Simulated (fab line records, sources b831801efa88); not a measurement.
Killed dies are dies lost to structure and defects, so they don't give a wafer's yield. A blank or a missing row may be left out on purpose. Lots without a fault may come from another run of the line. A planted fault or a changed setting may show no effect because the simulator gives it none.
Problem report in the 8D (eight disciplines) form, filled by code | flow sfq_line | the parts of the form that need people (team, actions taken, sign-off) are left out

1. THE PROBLEM
heater_power_total_W at SFQ_TRILAYER_M4_LITHO_PEB_096 reads a mean of 86.03 W on 3 wafers of 3 lots; wafers without a fault read 79.14 W with a standard deviation of 0.074. That is +93 standard deviations from the usual mean.
The step: peb time 60 s.
First seen on wafer L783.1, day 47 14:59, on litho_track-04. The record holds 45 wafers of 15 lots with a number at this step. Rule for "out", or "out of limits": more than 4 standard deviations from the usual mean. The other wafers with a number count as sound.

2. WHAT IT IS AND WHAT IT IS NOT
question                    | is                     | is not
which readings at this step | heater_power_total_W   | -
which lots                  | L783, L784, L785       | L770, L772, L774, L775, L776, L777, L778, L779, L780, L781, L782, L793
which wafers of those lots  | L783.1, L784.1, L785.4 | L783.5, L783.6, L784.2, L784.3, L785.3, L785.6
read on which tools         | litho_track-04         | litho_track-01, litho_track-02
when                        | from day 47 14:59      | up to then (35 sound wafers); but 7 sound wafers of L784, L785, L793 came after

3. SUSPECTS, AND WHAT RULES EACH OUT
Counting: a tool at a process step up to the reading stays a suspect if it ran every lot that is out. Sound lots after the first of them don't rule it out here, since some wafers of a struck lot are sound.
- litho_track-04 at SFQ_TRILAYER_M4_LITHO_PEB_096 (peb time 60 s): kept. It ran every lot that is out, first L783 (day 47 14:59); its last sound lot up to then is L782 (day 47 08:59). Its own readings are out on those wafers: heater_power_total_W.
Left after counting: litho_track-04 at SFQ_TRILAYER_M4_LITHO_PEB_096.

4. THE CAUSE (what the simulator had put in)
Process parameter drift: litho_track-04, from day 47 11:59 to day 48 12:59, at SFQ_TRILAYER_M4_LITHO_PEB_096. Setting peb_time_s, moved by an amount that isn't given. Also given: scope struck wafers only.
Counting left only this tool.

5. THE CHAIN OF EFFECTS, in route order
Each row: a reading whose mean over the struck wafers that have a number lies more than 3 standard deviations from the usual. Only readings for which the record gives a usual standard deviation are gone through. hours: the time from each lot's start at the first step in this table that gives one to its start at this step, as a median over the lots. sigmas: the change in usual standard deviations.
hours | step                          | reading              | usual   | on struck wafers | change | sigmas
0     | SFQ_TRILAYER_M4_LITHO_PEB_096 | heater_power_total_W | 79.14 W | 86.03            | +6.89  | +93
The process steps in it:
- SFQ_TRILAYER_M4_LITHO_PEB_096: peb time 60 s.

6. WHAT WOULD HAVE CAUGHT IT SOONER
In this record the first reading out of limits was taken at day 47 14:59, 3 hours after the fault began at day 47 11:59.
